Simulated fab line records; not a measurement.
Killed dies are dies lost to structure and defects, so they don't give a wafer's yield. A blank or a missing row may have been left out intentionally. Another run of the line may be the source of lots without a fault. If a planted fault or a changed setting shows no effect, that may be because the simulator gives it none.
fab line records	flow sfqLine
record: lots: 5	wafers: 15	lastDay: 86
route steps=325 shown M0@32 I0@43
lots that met no fault: from a run of the same line without faults
startH: hours from the record's opening day to when the first of the lot's shown wafers began	waitH: hours elapsed since this lot's preceding step	" identical to the entry in the row above	L1.1+2: a single row standing in for several wafers	- either no value or no given start	* or withheld: withheld	< > ~ a bound
route shown NAME@n: names a module that has steps shown in the file, with the first one's number in the route	usual: mean/standard deviation of fault-free wafers	same: alike in all rows	chamber/n: place in a boat	sites: each site's reading	_std_site: how widely they spread, as a standard deviation	_edge_site: mean of outer sites minus mean of inner sites	radiusMm: how far each site lies from the wafer's centre	mask NAME#n: copy n	behind: tool/chamber where the wafer was last shaped	hold: reason for holding the lot/hours on hold/outcome of the hold	device: the transistor (n, p or np) that didn't switch	end of line: tests run on the same wafers once the route is complete	a step with no rows: only its recipe	killed: dies that structure and defects cost at the first sort, which is not the same as the wafer's yield	map: shows each die of a wafer: x if killed, . if not, _ if none is there
set.NAME: the setting as run; set.NAME@STEP: as run at that earlier step	model.NAME: the simulator's own value behind a step, which no gauge read
a table for each step, a row for each wafer; lots at some steps of the route
services: from which hour (startH, from the record's first day; less than 0 if before it) a tool's chamber was out of use, for how many hours, and why
== steps ==
step: SFQ_TRILAYER_M0_LITHO_COAT_026
recipe: resist: BARC	spinRpm: 3042	resistThkNm: 62
usual: spinSpeedRpm: 3041.8/1.8
lot.wafer	tool	chamber	startH	waitH	spinSpeedRpm
L076.1	lithoTrack-01	0	143.94	0.1	3040.9
L076.2	"	0	"	"	3039.6
L076.4	"	0	"	"	3040.2
L085.2	lithoTrack-03	0	238.52	0.1	3041.9
L085.4	"	0	"	"	3042.8
L085.5	"	0	"	"	3043.0
L088.1	lithoTrack-02	0	254.67	0.1	3042.4
L088.3	"	0	"	"	3040.5
L088.6	"	0	"	"	3038.9
L091.2	lithoTrack-01	0	259.52	0.1	3042.1
L091.5	"	0	"	"	3040.8
L091.6	"	0	"	"	3041.2
L097.1	lithoTrack-01	0	266.67	0.1	3041.1
L097.2	"	0	"	"	3043.0
L097.3	"	0	"	"	3040.3
step: SFQ_TRILAYER_M0_LITHO_COAT_021
recipe: resist: KrF	spinRpm: 3000	resistThkNm: 600
usual: spinSpeedRpm: 2999.9/1.9
lot.wafer	tool	chamber	startH	waitH	spinSpeedRpm
L076.1	lithoTrack-01	0	144.24	0.2	3000.8
L076.2	"	0	"	"	2999.7
L076.4	"	0	"	"	3000.3
L085.2	lithoTrack-03	0	238.82	0.2	2999.5
L085.4	"	0	"	"	2998.1
L085.5	"	0	"	"	2998.7
L088.1	lithoTrack-02	0	254.97	0.2	3001.7
L088.3	"	0	"	"	3000.6
L088.6	"	0	"	"	2996.9
L091.2	lithoTrack-01	0	259.82	0.2	3001.1
L091.5	"	0	"	"	3001.7
L091.6	"	0	"	"	3000.5
L097.1	lithoTrack-01	0	266.97	0.2	2999.2
L097.2	"	0	"	"	3002.9
L097.3	"	0	"	"	2998.7
step: SFQ_TRILAYER_M0_LITHO_SOFTBAKE_025
recipe: tempC: withheld	timeS: withheld	resist: KrF
lot.wafer	tool	chamber	startH	waitH
L076.1+2+4	lithoTrack-01	0	144.54	0.2
L085.2+4+5	lithoTrack-03	0	239.09	0.2
L088.1+3+6	lithoTrack-02	0	255.27	0.2
L091.2+5+6	lithoTrack-01	0	260.09	0.2
L097.1+2+3	lithoTrack-01	0	267.27	0.2
step: SFQ_TRILAYER_M0_LITHO_EXPOSE_022
recipe: maskId: M0	na: 0.6	sourceShape: conventional	sigmaOuter: 0.65	targetCdNm: 500	doseMj: 14.4
same: na: 0.6
lot.wafer	tool	chamber	startH	waitH	mask
L076.1+2+4	krfScanner-01	0	243.58	-	M0#0
L085.2+4+5	krfScanner-01	0	340.41	-	M0#0
L088.1+3+6	krfScanner-02	0	364.20	-	M0#0
L091.2+5+6	krfScanner-02	0	370.40	-	M0#0
L097.1+2+3	krfScanner-02	0	381.00	-	M0#0
step: SFQ_TRILAYER_M0_LITHO_PEB_024
recipe: pebTempC: 115	pebTimeS: 60	resist: KrF
lot.wafer	tool	chamber	startH	waitH
L076.1+2+4	lithoTrack-01	0	244.78	1.0
L085.2+4+5	lithoTrack-01	0	341.44	0.8
L088.1+3+6	lithoTrack-01	0	365.40	1.0
L091.2+5+6	lithoTrack-01	0	371.42	0.8
L097.1+2+3	lithoTrack-02	0	382.20	1.0
step: SFQ_TRILAYER_M0_LITHO_DEVELOP_023
recipe: timeS: 60	resist: KrF
lot.wafer	tool	chamber	startH	waitH
L076.1+2+4	lithoTrack-01	0	244.93	0.1
L085.2+4+5	lithoTrack-01	0	341.59	0.1
L088.1+3+6	lithoTrack-01	0	365.55	0.1
L091.2+5+6	lithoTrack-01	0	371.57	0.1
L097.1+2+3	lithoTrack-02	0	382.35	0.1
step: SFQ_M0_OVL_MEAS_906
usual: M0_OVL: 1/5.3
lot.wafer	tool	chamber	startH	waitH	M0_OVL[nm]
L076.1	overlay-01	-	245.08	0.1	-10
L076.2	"	-	"	"	-10
L076.4	"	-	"	"	-3
L085.2	overlay-02	-	341.72	0.1	-4
L085.4	"	-	"	"	0
L085.5	"	-	"	"	3
L088.1	overlay-02	-	365.70	0.1	1
L088.3	"	-	"	"	7
L088.6	"	-	"	"	1
L091.2	overlay-01	-	371.71	0.1	3
L091.5	"	-	"	"	0
L091.6	"	-	"	"	0
L097.1	overlay-02	-	382.50	0.1	0
L097.2	"	-	"	"	3
L097.3	"	-	"	"	-2
step: SFQ_TRILAYER_M0_BARC_OPEN_METAL_ETCH_031
recipe: maskMaterial: PR	chemistry: O2	targetDepthNm: 125	target: BARC	icpW: 600	biasW: 80	pressureMtorr: 10	timeS: 41.7
usual: drypumpMotorCurrentA: 5.8/0.53	oesProductAu: 0.684/0.0044
lot.wafer	tool	chamber	startH	waitH	drypumpMotorCurrentA	oesProductAu	rfHoursCounterH
L076.1	rieMetal-01	1	245.11	0.0	6.2	0.683	15
L076.2	"	0	"	"	5.3	0.678	65
L076.4	"	1	"	"	6.2	0.675	-
L085.2	rieMetal-03	1	341.75	0.0	6.1	0.679	141
L085.4	"	1	"	"	6.1	0.678	-
L085.5	"	1	"	"	6.1	0.689	-
L088.1	rieMetal-02	0	365.74	0.0	6.1	0.687	54
L088.3	"	1	"	"	5.1	0.682	-
L088.6	"	1	"	"	5.2	0.691	-
L091.2	rieMetal-01	1	371.74	0.0	6.2	0.680	34
L091.5	"	0	"	"	5.4	0.690	-
L091.6	"	1	"	"	6.2	0.680	-
L097.1	rieMetal-01	1	382.54	0.0	6.2	0.686	37
L097.2	"	0	"	"	5.3	0.684	87
L097.3	"	0	"	"	5.3	0.683	-
step: SFQ_TRILAYER_M0_ETCH_METAL_ETCH_024
recipe: target: Nb	stopOn: SiO2	maskMaterial: PR	chemistry: Cl2/Ar	targetDepthNm: 240	icpW: 600	biasW: 80	pressureMtorr: 10	timeS: 120
usual: drypumpMotorCurrentA: 5.8/0.53	oesProductAu: 0.891/0.0061
lot.wafer	tool	chamber	startH	waitH	drypumpMotorCurrentA	oesProductAu	rfHoursCounterH
L076.1	rieMetal-01	1	245.17	0.0	6.2	0.883	15
L076.2	"	0	"	"	5.3	0.891	65
L076.4	"	1	"	"	6.2	0.889	-
L085.2	rieMetal-03	1	341.81	0.0	6.1	0.888	141
L085.4	"	1	"	"	6.1	0.893	-
L085.5	"	1	"	"	6.1	0.888	-
L088.1	rieMetal-02	0	365.80	0.0	6.1	0.896	54
L088.3	"	1	"	"	5.2	0.888	-
L088.6	"	1	"	"	5.2	0.893	-
L091.2	rieMetal-01	1	371.80	0.0	6.2	0.878	34
L091.5	"	0	"	"	5.3	0.885	-
L091.6	"	1	"	"	6.2	0.893	-
L097.1	rieMetal-01	1	382.60	0.0	6.2	0.893	37
L097.2	"	0	"	"	5.3	0.892	87
L097.3	"	0	"	"	5.3	0.900	-
step: SFQ_TRILAYER_M0_STRIP_STRIP_025
recipe: gas: O2	powerW: 200	platenTempC: 40	overashFraction: 0.65	chemistry: O2	pressureMtorr: 50
usual: drypumpMotorCurrentA: 5.8/0.53	oesProductAu: 0.998/0.0069	platenTempC: 40.01/0.12
lot.wafer	tool	chamber	startH	waitH	drypumpMotorCurrentA	oesProductAu	platenTempC	rfHoursCounterH
L076.1	rieMetal-01	1	245.30	0.1	6.2	1.002	40.06	15
L076.2	"	0	"	"	5.3	1.008	40.02	65
L076.4	"	1	"	"	6.2	0.997	39.83	-
L085.2	rieMetal-03	1	341.93	0.1	6.1	0.999	39.93	141
L085.4	"	1	"	"	6.1	0.995	40.04	-
L085.5	"	1	"	"	6.1	1.003	40.00	-
L088.1	rieMetal-02	0	365.92	0.1	6.1	1.006	39.95	54
L088.3	"	1	"	"	5.2	1.008	40.01	-
L088.6	"	1	"	"	5.2	1.001	40.04	-
L091.2	rieMetal-01	1	371.92	0.1	6.2	0.994	39.75	34
L091.5	"	0	"	"	5.3	1.008	39.81	-
L091.6	"	1	"	"	6.2	0.979	39.93	-
L097.1	rieMetal-01	1	382.72	0.1	6.2	0.992	39.94	37
L097.2	"	0	"	"	5.3	1.002	40.01	87
L097.3	"	0	"	"	5.3	1.002	40.03	-
step: SFQ_TRILAYER_M0_STRIP_SOLV_CLEAN_026
recipe: chemistry: NMP	tempC: 70	timeS: 600
lot.wafer	tool	chamber	startH	waitH
L076.1+2+4	wetBench-03	7,6,1	245.90	0.4
L085.2+4+5	wetBench-02	6,1,4	342.53	0.4
L088.1+3+6	wetBench-02	6,4,5	366.52	0.4
L091.2+5+6	wetBench-03	3,4,1	372.52	0.4
L097.1+2+3	wetBench-01	4,5,1	383.32	0.4
step: SFQ_TRILAYER_I0_DEP_PECVD_027
recipe: material: SiO2	tempC: 150	timeS: 111.11	pressureTorr: 2.4	rfW: 183.3	precursor: SiH4/N2O	targetThkNm: 500
usual: heaterPowerW: 80/11	throttleValvePct: 24.0/1.5
lot.wafer	tool	chamber	startH	waitH	heaterPowerW	throttleValvePct
L076.1	pecvd-02	2	246.25	0.0	78	25.0
L076.2	"	0	"	"	65	23.8
L076.4	"	2	"	"	80	25.0
L085.2	pecvd-01	1	342.71	0.0	79	23.1
L085.4	"	0	"	"	86	20.8
L085.5	"	1	"	"	82	23.3
L088.1	pecvd-02	0	366.70	0.0	77	24.5
L088.3	"	2	"	"	72	25.3
L088.6	"	2	"	"	77	25.3
L091.2	pecvd-04	1	372.71	0.0	82	25.6
L091.5	"	1	"	"	67	25.8
L091.6	"	0	"	"	59	25.9
L097.1	pecvd-04	2	383.50	0.0	87	24.4
L097.2	"	1	"	"	81	26.0
L097.3	"	0	"	"	56	25.4
step: SFQ_TRILAYER_I0_CMP_CMP_028
recipe: material: SiO2	downForcePsi: 3	platenRpm: 60	padVelocityMS: 0.94248
usual: edgeZonePressureFrac: 0.999/0.0047	motorCurrentA: 10.5/1.1	slurryFlowMlMin: 150.0/0.5	timeToEndpointS: 210/6.9
lot.wafer	tool	chamber	startH	waitH	edgeZonePressureFrac	motorCurrentA	slurryFlowMlMin	timeToEndpointS
L076.2	cmp-02	3	246.75	0.5	1.001	11.8	149.6	204
L076.1	"	0	"	"	0.992	9.5	149.9	199
L076.4	"	2	248.25	1.9	1.001	10.7	150.0	217
L085.2	cmp-02	2	342.78	0.0	1.000	10.1	149.9	209
L085.4	"	3	"	"	0.999	11.7	149.8	209
L085.5	"	3	345.28	2.5	0.994	12.4	149.1	212
L088.3	cmp-01	3	370.24	3.5	1.003	10.0	150.3	203
L088.1	"	0	"	"	1.001	11.5	150.3	212
L088.6	"	0	372.74	6.0	1.002	10.7	149.9	215
L091.2	cmp-01	2	376.74	4.0	1.004	8.3	150.4	208
L091.5	"	1	378.24	5.4	1.003	10.1	149.2	216
L091.6	"	2	"	"	0.997	7.9	150.5	214
L097.3	cmp-02	0	388.79	5.3	0.998	9.5	150.0	213
L097.1	"	2	389.79	6.3	0.998	10.6	149.8	219
L097.2	"	3	"	"	0.992	12.4	149.0	214
step: SFQ_I0_BOW_MEAS_907
recipe: mode: bow
usual: I0_BOW: -1/7.7
lot.wafer	tool	chamber	startH	waitH	I0_BOW[um]
L076.1	filmMetro-02	-	249.75	2.0	6
L076.2	"	-	"	"	-12
L076.4	"	-	"	"	2
L085.2	filmMetro-01	-	345.80	2.5	-1
L085.4	"	-	"	"	7
L085.5	"	-	"	"	5
L088.1	filmMetro-02	-	373.24	2.0	5
L088.3	"	-	"	"	5
L088.6	"	-	"	"	10
L091.2	filmMetro-04	-	379.26	2.0	-4
L091.5	"	-	"	"	5
L091.6	"	-	"	"	4
L097.1	filmMetro-01	-	391.79	1.5	-5
L097.2	"	-	"	"	-7
L097.3	"	-	"	"	-9
step: SFQ_TRILAYER_I0_METRO_MEASURE_029
usual: thkNm: 204.1/1
lot.wafer	tool	chamber	startH	waitH	thkNm
L076.1	filmMetro-02	-	249.87	0.1	202.0
L076.2	"	-	"	"	202.2
L076.4	"	-	"	"	203.2
L085.2	filmMetro-01	-	346.10	0.3	204.9
L085.4	"	-	"	"	203.6
L085.5	"	-	"	"	203.7
L088.1	filmMetro-02	-	373.36	0.1	205.0
L088.3	"	-	"	"	204.2
L088.6	"	-	"	"	203.5
L091.2	filmMetro-04	-	379.56	0.3	204.9
L091.5	"	-	"	"	203.0
L091.6	"	-	"	"	205.4
L097.1	filmMetro-01	-	391.91	0.1	206.3
L097.2	"	-	"	"	206.5
L097.3	"	-	"	"	205.6
step: SFQ_TRILAYER_I0_VIA_LITHO_COAT_036
recipe: resist: BARC	spinRpm: 3000	resistThkNm: 62
usual: spinSpeedRpm: 2999.9/1.9
lot.wafer	tool	chamber	startH	waitH	spinSpeedRpm
L076.1	lithoTrack-01	0	251.07	1.0	3000.8
L076.2	"	0	"	"	2998.1
L076.4	"	0	"	"	3003.0
L085.2	lithoTrack-04	0	347.15	0.8	2998.9
L085.4	"	0	"	"	3003.4
L085.5	"	0	"	"	3002.4
L088.1	lithoTrack-04	0	374.56	1.0	2998.3
L088.3	"	0	"	"	3000.4
L088.6	"	0	"	"	3001.3
L091.2	lithoTrack-03	0	380.61	0.8	2999.4
L091.5	"	0	"	"	2999.1
L091.6	"	0	"	"	2998.2
L097.1	lithoTrack-01	0	393.31	1.2	2999.5
L097.2	"	0	"	"	2996.4
L097.3	"	0	"	"	3001.3
== services ==
tool	chamber	startH	hours	kind
krfScanner-01	-	127.37	1.0	pm
krfScanner-02	-	129.01	1.0	pm
krfScanner-01	-	135.86	5.3	repair
filmMetro-01	-	139.04	0.5	pm
rieMetal-03	1	173.33	59.0	repair
krfScanner-02	-	174.85	0.8	pm
cmp-02	-	180.27	0.8	repair
krfScanner-02	-	222.94	2.4	repair
krfScanner-02	-	233.32	1.4	repair
cmp-02	-	236.23	4.0	pm
rieMetal-02	0	236.28	11.7	repair
rieMetal-01	-	243.20	1.4	pm
cmp-02	-	252.34	1.5	repair
krfScanner-02	-	257.97	1.1	repair
rieMetal-03	-	266.90	0.7	repair
krfScanner-02	-	273.42	1.3	pm
cmp-02	-	275.39	4.9	pm
krfScanner-02	-	281.23	1.3	repair
rieMetal-02	0	289.66	11.2	repair
krfScanner-02	-	298.09	1.0	pm
rieMetal-01	-	316.82	1.0	repair
rieMetal-02	0	327.09	12.5	repair
krfScanner-02	-	345.14	0.8	pm
rieMetal-03	-	371.88	14.6	pm
== key ==
fault none
